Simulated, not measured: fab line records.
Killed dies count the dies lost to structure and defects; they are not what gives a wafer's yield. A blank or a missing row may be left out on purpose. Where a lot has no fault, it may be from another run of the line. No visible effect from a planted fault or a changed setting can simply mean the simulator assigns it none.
Comparing a struck lot with a sound one -- flow sky130 -- 33 steps out of a route of 708
Sound: these wafers, L159.3, L159.4, L159.5. The struck wafers were L161.1, L161.2, L161.3. Last of all comes the cause.
Order at every step that has rows: each side's tool, ch and its chambers, its first start. Under that, the readings that differ: sound wafers -- struck wafers -- difference of the means -- sigmas: that difference in standard deviations of wafers without a fault.
alike: words and numbers the same on both sides, and readings whose means are apart by under 2 such deviations; not compared: readings that were withheld, readings missing a value for some wafer, numbers with overlapping values and no deviation given by the record, and bounds like >300 which may hide the same value.
The two part at a step that has a row with sigmas, a row that says differs or no value, or rows on one side only. Numbers that don't overlap but have no deviation are shown without sigmas and don't part them. A reading missing from all wafers of one side parts the sides only when that side holds two or more wafers.

first, 3 steps without rows for these wafers: SKY_VT_ADJUST_HVTR_EXPOSE_04 (exposes mask HVTRM, target cd 380 nm); SKY_VT_ADJUST_HVTR_PEB_05; SKY_VT_ADJUST_HVTR_DEVELOP_06 (develop time 60 s).
SKY_VT_ADJUST_HVTR_CD_MEAS_07: the cd target is 380 nm.
  struck on cd_sem-02, day 11 06:48; sound on cd_sem-01, day 10 17:41
  alike: cd_nm
SKY_VT_ADJUST_HVTR_OVL_MEAS_08:
  struck on overlay-02, day 11 06:55; sound on overlay-01, day 10 17:47
  alike: VT_ADJUST_HVTR_OVL
after that, 1 step had no rows for these wafers: SKY_VT_ADJUST_HVTR_IMPLANT_09.
SKY_VT_ADJUST_HVTR_STRIP_10: strips in O2/N2.
  sound on plasma_asher-04 ch 0,1, day 10 17:59; struck on plasma_asher-01 ch 0,1, day 11 07:07
  alike: drypump_motor_current_A, oes_product_au, strip_time_to_endpoint_s
  not compared: rf_hours_counter_h
SKY_VT_ADJUST_HVTR_TW_MEAS_11:
  struck on film_metro-02, day 11 07:13; sound on film_metro-02, day 10 18:04
  alike: VT_ADJUST_HVTR_TW
then, 4 steps without rows for these wafers: SKY_VT_ADJUST_PCH_DEHYDRATE_00 (time 60 s); SKY_VT_ADJUST_PCH_HMDS_01 (prime time 60 s); SKY_VT_ADJUST_PCH_COAT_02 (resist thk 3000 nm); SKY_VT_ADJUST_PCH_SOFTBAKE_03.
SKY_VT_ADJUST_PCH_EXPOSE_04: exposes mask NWM, target cd 840 nm.
  sound on iline_stepper-01 ch 0, day 11 04:52; struck on iline_stepper-01 ch 0, day 11 19:47
reading,sound,struck,difference,sigmas
mask,NWM#0 NWM#0 NWM#0,TUNM#0 TUNM#0 TUNM#0,differs,
  alike: focus_offset_nm
then, 2 steps without rows for these wafers: SKY_VT_ADJUST_PCH_PEB_05; SKY_VT_ADJUST_PCH_DEVELOP_06 (develop time 60 s).
SKY_VT_ADJUST_PCH_OVL_MEAS_07:
  struck on overlay-02, day 12 07:58; sound on overlay-01, day 11 16:38
reading,sound,struck,difference,sigmas
VT_ADJUST_PCH_OVL (nm),-1.5 0.7 -0.7,- - -,no value on the struck wafers,
after that, 1 step had no rows for these wafers: SKY_VT_ADJUST_PCH_IMPLANT_08.
SKY_VT_ADJUST_PCH_STRIP_09: strips in O2/N2.
  sound on plasma_asher-03 ch 0,1, day 11 16:50; struck on plasma_asher-03 ch 0,1, day 12 08:09
  alike: drypump_motor_current_A, oes_product_au, strip_time_to_endpoint_s
  not compared: rf_hours_counter_h
SKY_VT_ADJUST_PCH_TW_MEAS_10:
  struck on film_metro-04, day 12 08:15; sound on film_metro-04, day 11 16:55
reading,sound,struck,difference,sigmas
VT_ADJUST_PCH_TW,144.5 144.3 143.4,30.3 30.0 30.1,-113.9,-95
then, 7 steps without rows for these wafers: SKY_SONOS_TUNNEL_DEHYDRATE_00 (time 60 s); SKY_SONOS_TUNNEL_HMDS_01 (prime time 60 s); SKY_SONOS_TUNNEL_COAT_02 (resist thk 1140 nm); SKY_SONOS_TUNNEL_SOFTBAKE_03 (time 60 s); SKY_SONOS_TUNNEL_EXPOSE_04 (exposes mask TUNM, target cd 410 nm); SKY_SONOS_TUNNEL_PEB_05; SKY_SONOS_TUNNEL_DEVELOP_06 (develop time 60 s).
SKY_SONOS_TUNNEL_CD_MEAS_07: the cd target is 410 nm.
  struck on cd_sem-01, day 13 09:09; sound on cd_sem-02, day 12 16:29
  alike: cd_nm
SKY_SONOS_TUNNEL_OVL_MEAS_08:
  struck on overlay-01, day 13 09:16; sound on overlay-02, day 12 16:35
  alike: SONOS_TUNNEL_OVL
then, 3 steps without rows for these wafers: SKY_SONOS_TUNNEL_IMPLANT_09; SKY_SONOS_TUNNEL_WET_ETCH_10 (etches SiO2 in dHF, target depth 14 nm, time 280 s); SKY_SONOS_TUNNEL_STRIP_11 (strips in SPM, time 600 s).
SKY_SONOS_TUNNEL_TW_MEAS_12:
  struck on film_metro-01, day 13 09:59; sound on film_metro-04, day 12 17:07
reading,sound,struck,difference,sigmas
SONOS_TUNNEL_TW,197.9 197.6 197.6,210.7 210.1 211.1,+12.9,+7
then, 1 step without rows for these wafers: SKY_SONOS_TUNNEL_CLEAN_13 (cleans in dHF, time 20 s).

== WHERE THEY PART ==
Last at SKY_SONOS_TUNNEL_TW_MEAS_12 as far as this record goes, first at SKY_VT_ADJUST_PCH_EXPOSE_04.

WHY: whatever the simulator had introduced
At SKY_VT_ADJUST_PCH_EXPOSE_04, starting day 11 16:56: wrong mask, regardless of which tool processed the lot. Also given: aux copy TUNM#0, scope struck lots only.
